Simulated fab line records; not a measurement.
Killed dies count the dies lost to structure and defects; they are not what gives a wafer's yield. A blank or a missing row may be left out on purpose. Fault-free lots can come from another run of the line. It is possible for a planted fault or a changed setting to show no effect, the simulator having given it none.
Which tool was responsible? -- flow gf180mcu -- 11 lots with 33 wafers sampled at 2 steps, on a route of 602 steps

WHAT EACH GAUGE READ, for each wafer
GF_V1_RS_MEAS_24: the measuring method here is four-point-probe.
lot,measured,on,V1_W_RS (ohm/sq)
L151,day 18 04:13,filmMetro-01,0.327 0.331 0.334
L152,day 18 12:17,filmMetro-02,0.330 0.332 0.330
L153,day 18 22:33,filmMetro-02,0.332 0.328 0.334
L158,day 20 21:47,filmMetro-02,0.328 0.331 0.325
L159,day 21 05:13,filmMetro-03,0.330 0.328 0.329
L160,day 21 13:13,filmMetro-01,0.325 0.332 0.226
L164,day 22 23:42,filmMetro-02,0.328 0.331 0.224
L169,day 24 22:52,filmMetro-03,0.328 0.327 0.329
L171,day 25 15:14,filmMetro-03,0.330 0.326 0.328
L172,day 25 22:50,filmMetro-02,0.336 0.337 0.330
L173,day 26 01:41,filmMetro-01,0.334 0.328 0.331

WHICH TOOL RAN EACH LOT (tool, then ch and the chambers of the sampled wafers, then the start)
lot,GF_V1_CVD_23
L151,"cvdW-01 ch 0,1, day 18 04:06"
L152,"cvdW-01 ch 0,1, day 18 12:11"
L153,"cvdW-01 ch 0,1, day 18 22:26"
L158,"cvdW-01 ch 0,1, day 20 21:41"
L159,"cvdW-01 ch 0,1, day 21 05:06"
L160,"cvdW-01 ch 0,1, day 21 13:07"
L164,"cvdW-01 ch 0,1, day 22 23:35"
L169,"cvdW-02 ch 0,1, day 24 22:45"
L171,"cvdW-01 ch 0,1, day 25 15:06"
L172,"cvdW-01 ch 0,1, day 25 22:43"
L173,"cvdW-01 ch 0,1, day 26 01:34"
- GF_V1_CVD_23: deposits W, target thk 350 nm, time 105.05 s.

THE ANSWER, worked out from the rows above alone
Rule: the usual values come from the lots themselves. The widest of any qualifying gaps counts: lots, ordered by their means at a reading, are off when they make up no more than a third of the lots, leave a main group of 4 or more, and stand apart from it by 3 or more times the standard deviation of that group's means. A main group whose means are all the same, to the digits that the tables above print for the reading, isn't used. A lot without any number at a reading at which 4 lots or more have one is off too. Where the step has rows for the other lots, those lots are counted as sound.
Off: at GF_V1_RS_MEAS_24 (V1_W_RS), L160, L164. For the main group the mean is 0.330 ohm/sq and the standard deviation 0.002.
If a tool, at a process step before that reading, ran all the lots that are off and no sound lot after the first of them, it fits. Those tools and the gauges at GF_V1_RS_MEAS_24 are tried in the same way. Of those tried, none fits.

WHAT THE SIMULATOR HAD INSERTED
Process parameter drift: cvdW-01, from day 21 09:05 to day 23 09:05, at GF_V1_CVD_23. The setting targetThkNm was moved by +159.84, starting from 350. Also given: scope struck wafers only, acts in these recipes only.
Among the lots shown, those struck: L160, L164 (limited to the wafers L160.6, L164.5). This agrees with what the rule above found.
